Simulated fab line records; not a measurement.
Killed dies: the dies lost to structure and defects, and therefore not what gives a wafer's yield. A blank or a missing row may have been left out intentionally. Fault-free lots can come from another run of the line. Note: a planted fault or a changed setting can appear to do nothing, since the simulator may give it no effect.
fab line records	flow sky130
[record] lots = 7	wafers = 21	last_day = 50
route steps=708 shown LDD_HVP@288 LDD_LDN@289 PAD_OPEN@708
lots untouched by any fault: they come from a run of this same line in which no faults occurred
start_h: the number of hours between the record's first day and the start of the first shown wafer of the lot	wait_h: how many hours have passed since the lot's step before this one	" same as the row above	L1.1+2: several wafers, shown together as one row	- no value, or no start given	* or withheld: withheld	< > ~ a bound
route shown NAME@n: a module of which the file shows steps, and the number in the route of the first	usual: mean and standard deviation over wafers with no fault	same: alike in all rows	chamber/n: place in a boat	sites: the reading at each site	_std_site: standard deviation of those values	_edge_site: mean of outer sites minus mean of inner sites	radius_mm: how far each site lies from the wafer's centre	mask NAME#n: copy n	behind: tool/chamber where the wafer was last shaped	hold: the reason the lot was held/the length of the hold in hours/how it ended	device: the transistor (n, p or np) that didn't switch	end of line: at the end of the route, the tests of the same wafers	a step given without rows: its recipe and nothing more	killed: at the first sort, the dies lost to defects and structure; wafer yield is something else	map: a wafer's dies, x killed, . not, _ none there
set.NAME: the setting that was run; set.NAME@STEP: the one run at that earlier step	model.NAME: the simulator's own value behind a step, which no gauge read
a table for each step, a row for each wafer; lots at some steps of the route
services: when a tool's chamber went out of use (start_h, in hours from the record's first day, below 0 if earlier), for how many hours, and the reason
[[steps]]
[step SKY_LDD_HVP_TW_MEAS_10]
[usual] LDD_HVP_TW = 453.8/2.2
lot.wafer	tool	chamber	start_h	wait_h	LDD_HVP_TW
L254.2	film_metro-04	-	514.69	0.1	459.1
L254.3	"	-	"	"	457.4
L254.4	"	-	"	"	456.0
L256.2	film_metro-01	-	567.24	0.1	449.7
L256.3	"	-	"	"	454.5
L256.5	"	-	"	"	451.6
L258.2	film_metro-02	-	580.69	0.1	451.1
L258.3	"	-	"	"	451.7
L258.5	"	-	"	"	451.0
L268.4	film_metro-02	-	644.35	0.1	449.8
L268.5	"	-	"	"	449.9
L268.6	"	-	"	"	450.0
L267.2	film_metro-04	-	647.88	0.1	454.3
L267.3	"	-	"	"	454.0
L267.4	"	-	"	"	455.0
L270.1	film_metro-04	-	657.68	0.1	454.4
L270.5	"	-	"	"	455.1
L270.6	"	-	"	"	455.5
L272.2	film_metro-01	-	668.65	0.1	452.9
L272.4	"	-	"	"	452.9
L272.6	"	-	"	"	452.8
[step SKY_LDD_LDN_DEHYDRATE_00]
[recipe] temp_c = 200	time_s = 60
[step SKY_LDD_LDN_HMDS_01]
[recipe] prime_time_s = 60	prime_temp_c = 120
[step SKY_LDD_LDN_COAT_02]
[recipe] resist = NOVOLAK	spin_rpm = 3000	resist_thk_nm = 1140
[step SKY_LDD_LDN_SOFTBAKE_03]
[recipe] temp_c = 90	time_s = 60	resist = NOVOLAK
[step SKY_LDD_LDN_EXPOSE_04]
[recipe] mask_id = LDNTM	na = 0.6	source_shape = conventional	sigma_outer = 0.6	polarization = unpolarized	target_cd_nm = 700	dose_mj = 140
[step SKY_LDD_LDN_PEB_05]
[recipe] temp_c = withheld	time_s = *	resist = NOVOLAK
[step SKY_LDD_LDN_DEVELOP_06]
[recipe] resist = NOVOLAK	developer = TMAH	develop_time_s = 60	dev_temp_c = 23
[step SKY_LDD_LDN_OVL_MEAS_07]
[usual] LDD_LDN_OVL = -0.3/1.3
lot.wafer	tool	chamber	start_h	wait_h	LDD_LDN_OVL[nm]
L254.2	overlay-01	-	544.74	0.1	-1.0
L254.3	"	-	"	"	-1.5
L254.4	"	-	"	"	-3.5
L256.2	overlay-02	-	596.00	0.1	0.4
L256.3	"	-	"	"	-0.1
L256.5	"	-	"	"	1.4
L258.2	overlay-01	-	609.26	0.1	-0.6
L258.3	"	-	"	"	0.6
L258.5	"	-	"	"	1.2
L268.4	overlay-01	-	672.47	0.1	0.7
L268.5	"	-	"	"	0.8
L268.6	"	-	"	"	2.0
L267.2	overlay-01	-	675.60	0.1	0.3
L267.3	"	-	"	"	2.4
L267.4	"	-	"	"	0.7
L270.1	overlay-01	-	685.99	0.1	0.7
L270.5	"	-	"	"	-2.5
L270.6	"	-	"	"	-1.5
L272.2	overlay-01	-	696.94	0.1	0.1
L272.4	"	-	"	"	-0.1
L272.6	"	-	"	"	-1.2
[step SKY_LDD_LDN_IMPLANT_08]
[recipe] species = As	energy_kev = 15	dose_cm2 = 1.25e+13	tilt_deg = withheld	rotation_deg = 23
[step SKY_LDD_LDN_IMPLANT_09]
[recipe] species = As	energy_kev = 15	dose_cm2 = 1.25e+13	tilt_deg = withheld	rotation_deg = 113
[step SKY_LDD_LDN_IMPLANT_10]
[recipe] species = As	energy_kev = 15	dose_cm2 = 1.25e+13	tilt_deg = withheld	rotation_deg = 203
[step SKY_LDD_LDN_IMPLANT_11]
[recipe] species = As	energy_kev = 15	dose_cm2 = 1.25e+13	tilt_deg = withheld	rotation_deg = 293
[usual] beam_on_s = 10.01/0.19
lot.wafer	tool	chamber	start_h	wait_h	beam_on_s
L254.2	implanter-03	0	545.24	0.1	10.12
L254.3	"	0	"	"	9.91
L254.4	"	0	"	"	10.05
L254.2	implanter-03	0	545.56	0.3	9.87
L254.3	"	0	"	"	9.82
L254.4	"	0	"	"	10.12
L256.2	implanter-02	0	596.50	0.1	9.78
L256.3	"	0	"	"	9.90
L256.5	"	0	"	"	10.21
L256.2	implanter-02	0	596.82	0.3	10.17
L256.3	"	0	"	"	9.78
L256.5	"	0	"	"	10.20
L258.2	implanter-01	0	609.77	0.1	10.48
L258.3	"	0	"	"	9.81
L258.5	"	0	"	"	9.99
L258.2	implanter-01	0	610.08	0.3	10.04
L258.3	"	0	"	"	9.95
L258.5	"	0	"	"	9.81
L268.4	implanter-02	0	673.02	0.1	10.02
L268.5	"	0	"	"	9.81
L268.6	"	0	"	"	10.15
L267.2	implanter-01	0	676.10	0.1	9.85
L267.3	"	0	"	"	9.93
L267.4	"	0	"	"	10.18
L270.1	implanter-01	0	686.48	0.1	9.85
L270.5	"	0	"	"	9.60
L270.6	"	0	"	"	10.15
L272.2	implanter-01	0	697.44	0.1	10.05
L272.4	"	0	"	"	9.85
L272.6	"	0	"	"	10.06
[step SKY_LDD_LDN_STRIP_12]
[recipe] chemistry = O2/N2	power_w = 1400	pressure_mtorr = 1500	platen_temp_c = withheld	o2_flow_sccm = 3000	n2_flow_sccm = 300	overash_fraction = 0.5
[usual] drypump_motor_current_A = 5.7/0.47	oes_product_au = 0.716/0.0042	strip_time_to_endpoint_s = 14.16/0.039
lot.wafer	tool	chamber	start_h	wait_h	drypump_motor_current_A	oes_product_au	rf_hours_counter_h	strip_time_to_endpoint_s
L254.2	plasma_asher-01	1	545.69	0.1	5.5	0.711	86	14.14
L254.3	"	0	"	"	5.2	0.724	-	14.15
L254.4	"	1	"	"	5.5	0.715	-	14.16
L256.2	plasma_asher-01	1	596.95	0.1	5.5	0.713	91	14.15
L256.3	"	0	"	"	5.3	0.715	-	14.14
L256.5	"	0	"	"	5.3	0.713	-	14.17
L258.2	plasma_asher-02	0	610.21	0.1	6.1	0.712	79	14.23
L258.3	"	0	"	"	6.1	0.726	-	14.20
L258.5	"	0	"	"	6.1	0.714	-	14.23
L268.4	plasma_asher-01	1	673.13	0.1	5.5	0.715	-	14.12
L268.5	"	1	"	"	5.5	0.711	-	14.09
L268.6	"	0	"	"	5.3	0.726	-	14.13
L267.2	plasma_asher-01	1	676.23	0.1	5.5	0.713	100	14.11
L267.3	"	1	"	"	5.4	0.711	-	14.17
L267.4	"	0	"	"	5.2	0.714	-	14.17
L270.1	plasma_asher-03	1	686.63	0.1	6.2	0.717	25	14.14
L270.5	"	1	"	"	6.2	0.712	-	14.13
L270.6	"	0	"	"	5.8	0.717	-	14.15
L272.2	plasma_asher-03	0	697.57	0.1	5.8	0.716	26	14.20
L272.4	"	1	"	"	6.2	0.720	-	14.14
L272.6	"	0	"	"	5.8	0.711	-	14.23
[step SKY_LDD_LDN_TW_MEAS_13]
[usual] LDD_LDN_TW = 1483/7
lot.wafer	tool	chamber	start_h	wait_h	LDD_LDN_TW
L254.2	film_metro-02	-	545.89	0.2	1579
L254.3	"	-	"	"	1578
L254.4	"	-	"	"	1572
L256.2	film_metro-04	-	597.06	0.1	1581
L256.3	"	-	"	"	1583
L256.5	"	-	"	"	1581
L258.2	film_metro-04	-	610.32	0.1	1595
L258.3	"	-	"	"	1597
L258.5	"	-	"	"	1592
L268.4	film_metro-03	-	673.22	0.1	1484
L268.5	"	-	"	"	1491
L268.6	"	-	"	"	1488
L267.2	film_metro-02	-	676.34	0.1	1475
L267.3	"	-	"	"	1484
L267.4	"	-	"	"	1475
L270.1	film_metro-04	-	686.73	0.1	1483
L270.5	"	-	"	"	1484
L270.6	"	-	"	"	1484
L272.2	film_metro-04	-	697.68	0.1	1483
L272.4	"	-	"	"	1474
L272.6	"	-	"	"	1481
[step SKY_LDD_LDN_CLEAN_14]
[recipe] chemistry = SC1/SC2	mix = 1:4:20	temp_c = 70	time_s = 150	dry = n2_spin
[step SKY_PAD_OPEN_PROBE_99]
[usual] killed_at_M0_to_M3 = 42/6.4	killed_at_M4_up = 2.9/1.7	killed_at_contacts = 25/5.2	killed_at_front_end = 16/4.4	killed_at_other = 0.4/0.65	killed_dies = 86/9.2	killed_open = 47/6.6	killed_short = 39/5.8
[same] gross_dies = 492	killed_at_back_side = 0
lot.wafer	tool	chamber	start_h	wait_h	killed_at_M0_to_M3	killed_at_M4_up	killed_at_contacts	killed_at_front_end	killed_at_other	killed_dies	killed_open	killed_short	model.etest.tip_sonos.rs_ohm_sq
L254.2	prober-02	-	1083.01	0.1	46	1	25	10	0	82	48	34	2277
L254.3	prober-02	-	1083.06	0.2	50	4	32	21	1	108	52	54	2279
L254.4	prober-02	-	1083.11	0.2	39	5	36	20	0	100	57	42	2307
L256.2	prober-02	-	1124.21	0.1	42	1	22	13	0	78	44	34	2316
L256.3	prober-02	-	1124.26	0.2	38	3	19	14	0	74	42	31	2296
L256.5	prober-02	-	1124.36	0.2	61	2	19	19	0	101	55	46	2319
L258.2	prober-01	-	1130.47	0.1	49	3	18	17	0	87	46	41	2282
L258.3	prober-01	-	1130.52	0.2	42	7	18	16	1	84	43	41	2227
L258.5	prober-01	-	1130.62	0.2	44	3	24	16	0	87	46	41	2264
L268.4	prober-02	-	1173.81	0.2	43	2	25	10	0	80	46	34	2701
L268.5	prober-02	-	1173.86	0.2	43	2	28	18	3	94	56	37	2742
L268.6	prober-02	-	1173.91	0.2	41	2	41	9	0	93	62	31	2762
L267.2	prober-02	-	1177.33	0.1	36	5	24	20	0	85	47	38	2595
L267.3	prober-02	-	1177.38	0.2	40	4	16	20	2	82	40	41	2543
L267.4	prober-02	-	1177.43	0.2	40	7	25	23	0	95	44	51	2569
L270.1	prober-01	-	1183.16	0.1	34	2	20	14	0	70	38	32	2657
L270.5	prober-01	-	1183.36	0.2	41	1	14	8	0	64	42	22	2613
L270.6	prober-01	-	1183.41	0.2	50	1	14	19	1	85	39	45	2612
L272.2	prober-02	-	1188.32	0.1	45	1	28	14	0	88	45	43	2534
L272.4	prober-02	-	1188.42	0.2	48	1	30	15	0	94	51	43	2545
L272.6	prober-02	-	1188.52	0.2	43	3	25	20	0	91	51	40	2553
// killed by level:class
L254.2 VIA2:geometric_particle:open=12 VIA1:geometric_particle:open=11 LI_CONTACT:geometric_particle:open=7 CONTACT:geometric_particle:open=7 CONTACT:geometric_particle:short=5 METAL2:geometric_particle:short=5 METAL1:geometric_particle:short=5 FIELD_ISO:geometric_particle:open=4
L254.3 CONTACT:geometric_particle:open=11 VIA3:geometric_particle:open=10 VIA2:geometric_particle:open=9 CONTACT:geometric_particle:short=7 LI_CONTACT:geometric_particle:open=6 FIELD_ISO:geometric_particle:short=5 POLY_GATE:geometric_particle:open=5 LOCAL_INTERCONNECT:geometric_particle:short=5
L254.4 CONTACT:geometric_particle:open=17 VIA1:geometric_particle:open=8 VIA2:geometric_particle:open=7 LI_CONTACT:geometric_particle:open=6 LOCAL_INTERCONNECT:geometric_particle:short=6 FIELD_ISO:geometric_particle:short=5 CONTACT:geometric_particle:short=5 VIA3:geometric_particle:short=5
L256.2 CONTACT:geometric_particle:open=7 VIA2:geometric_particle:open=7 LI_CONTACT:geometric_particle:open=6 METAL2:geometric_particle:short=6 VIA3:geometric_particle:open=6 VIA1:geometric_particle:open=5 POLY_GATE:geometric_particle:short=4 SPACER:geometric_particle:short=4
L256.3 LI_CONTACT:geometric_particle:open=7 VIA1:geometric_particle:open=6 VIA2:geometric_particle:open=6 METAL1:geometric_particle:short=5 VIA3:geometric_particle:open=5 METAL3:geometric_particle:short=5 FIELD_ISO:geometric_particle:open=4 POLY_GATE:geometric_particle:open=4
L256.5 VIA1:geometric_particle:open=18 VIA3:geometric_particle:open=9 POLY_GATE:geometric_particle:open=6 POLY_GATE:geometric_particle:short=6 LI_CONTACT:geometric_particle:open=6 METAL1:geometric_particle:short=6 METAL3:geometric_particle:short=6 METAL2:geometric_particle:short=6
L258.2 VIA1:geometric_particle:open=11 VIA3:geometric_particle:open=10 METAL1:geometric_particle:short=9 VIA2:geometric_particle:open=8 POLY_GATE:geometric_particle:short=6 POLY_GATE:geometric_particle:open=5 LOCAL_INTERCONNECT:geometric_particle:short=5 CONTACT:geometric_particle:short=5
L258.3 VIA1:geometric_particle:open=10 CONTACT:geometric_particle:open=9 VIA3:geometric_particle:open=8 POLY_GATE:geometric_particle:short=5 LI_CONTACT:geometric_particle:open=5 METAL1:geometric_particle:short=5 VIA1:geometric_particle:short=5 FIELD_ISO:geometric_particle:short=4
L258.5 CONTACT:geometric_particle:open=12 VIA3:geometric_particle:open=8 VIA1:geometric_particle:open=7 METAL1:geometric_particle:short=7 FIELD_ISO:geometric_particle:short=6 CONTACT:geometric_particle:short=6 VIA1:geometric_particle:short=5 FIELD_ISO:geometric_particle:open=4
L268.4 CONTACT:geometric_particle:open=10 VIA1:geometric_particle:short=7 VIA3:geometric_particle:open=7 LI_CONTACT:geometric_particle:short=6 FIELD_ISO:geometric_particle:open=5 VIA1:geometric_particle:open=5 VIA2:geometric_particle:open=5 METAL3:geometric_particle:short=4
L268.5 CONTACT:geometric_particle:open=10 VIA1:geometric_particle:open=10 VIA3:geometric_particle:open=8 LI_CONTACT:geometric_particle:open=7 VIA2:geometric_particle:open=7 FIELD_ISO:geometric_particle:open=5 VIA1:geometric_particle:short=5 FIELD_ISO:geometric_particle:short=4
L268.6 LI_CONTACT:geometric_particle:open=16 CONTACT:geometric_particle:open=14 VIA2:geometric_particle:open=6 VIA1:geometric_particle:open=6 VIA3:geometric_particle:open=6 LOCAL_INTERCONNECT:geometric_particle:short=5 METAL2:geometric_particle:short=5 POLY_GATE:geometric_particle:open=4
L267.2 LI_CONTACT:geometric_particle:open=9 FIELD_ISO:geometric_particle:short=7 VIA1:geometric_particle:short=7 VIA1:geometric_particle:open=7 FIELD_ISO:geometric_particle:open=6 VIA2:geometric_particle:open=6 VIA3:geometric_particle:open=5 CONTACT:geometric_particle:open=4
L267.3 VIA1:geometric_particle:open=9 FIELD_ISO:geometric_particle:open=7 CONTACT:geometric_particle:open=7 METAL2:geometric_particle:short=7 FIELD_ISO:geometric_particle:short=6 METAL1:geometric_particle:short=5 VIA3:geometric_particle:open=5 METAL3:geometric_particle:short=5
L267.4 LI_CONTACT:geometric_particle:open=12 FIELD_ISO:geometric_particle:short=10 VIA1:geometric_particle:open=7 METAL2:geometric_particle:short=7 METAL4:geometric_particle:short=6 CONTACT:geometric_particle:short=5 CONTACT:geometric_particle:open=5 METAL1:geometric_particle:short=5
L270.1 VIA1:geometric_particle:open=9 CONTACT:geometric_particle:short=7 VIA2:geometric_particle:open=6 FIELD_ISO:geometric_particle:short=5 CONTACT:geometric_particle:open=5 FIELD_ISO:geometric_particle:open=4 LOCAL_INTERCONNECT:geometric_particle:short=4 METAL3:geometric_particle:short=4
L270.5 VIA1:geometric_particle:open=16 LI_CONTACT:geometric_particle:open=5 VIA2:geometric_particle:open=5 CONTACT:geometric_particle:open=4 METAL1:geometric_particle:short=4 VIA1:geometric_particle:short=4 METAL3:geometric_particle:short=4 VIA3:geometric_particle:open=4
L270.6 VIA1:geometric_particle:open=15 METAL1:geometric_particle:short=8 VIA1:geometric_particle:short=7 LOCAL_INTERCONNECT:geometric_particle:short=6 VIA2:geometric_particle:open=6 FIELD_ISO:geometric_particle:short=5 METAL2:geometric_particle:short=4 POLY_GATE:geometric_particle:open=3
L272.2 VIA1:geometric_particle:open=13 LI_CONTACT:geometric_particle:open=10 METAL2:geometric_particle:short=9 CONTACT:geometric_particle:open=6 CONTACT:geometric_particle:short=6 VIA1:geometric_particle:short=6 VIA3:geometric_particle:open=6 FIELD_ISO:geometric_particle:short=5
L272.4 VIA2:geometric_particle:open=10 CONTACT:geometric_particle:open=9 VIA1:geometric_particle:open=9 FIELD_ISO:geometric_particle:open=7 CONTACT:geometric_particle:short=7 VIA1:geometric_particle:short=7 LI_CONTACT:geometric_particle:open=6 METAL2:geometric_particle:short=6
L272.6 CONTACT:geometric_particle:open=11 METAL2:geometric_particle:short=9 VIA1:geometric_particle:open=8 LI_CONTACT:geometric_particle:open=7 FIELD_ISO:geometric_particle:short=6 METAL1:geometric_particle:short=6 VIA1:geometric_particle:short=6 POLY_GATE:geometric_particle:open=5
[[services]]
tool	chamber	start_h	hours	kind
implanter-03	-	526.31	4.9	pm
implanter-03	-	528.16	2.5	repair
implanter-02	-	555.79	2.4	repair
implanter-03	-	581.10	3.9	repair
plasma_asher-02	-	628.43	3.0	repair
implanter-03	-	633.57	2.7	repair
plasma_asher-01	-	635.74	2.8	pm
plasma_asher-02	-	667.72	3.0	repair
plasma_asher-01	-	690.48	2.2	repair
implanter-03	-	697.31	5.4	repair
[[key]]
[first_sign] step = SKY_LDD_LDN_IMPLANT_11	reading = visit	direction = added
[effect] step = SKY_LDD_LDN_TW_MEAS_13	reading = LDD_LDN_TW	direction = up	sigmas = 14	usual = 1483	struck = 1584
[model_effect] step = SKY_PAD_OPEN_PROBE_99	value = etest.tip_sonos.rs_ohm_sq	without = 2590	struck = 2285
met_at SKY_LDD_LDN_IMPLANT_11
struck_wafers L254.2,L254.3,L254.4,L256.2,L256.3,L256.5,L258.2,L258.3,L258.5
tester_left_out L254,L256,L258
[fault] kind = repeated_step_whole	tool = implanter-01,implanter-02,implanter-03	chamber = -	onset_h = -	steps = SKY_LDD_LDN_IMPLANT_11	times = 1	scope = struck_lots_only
// tester_left_out: of these lots the tester's yield and bins aren't shown, on N5 and GAA mostly nor the transistor test; their killed dies are dies lost to structure and defects alone, not to doping, threshold or leakage, so they don't give the yield
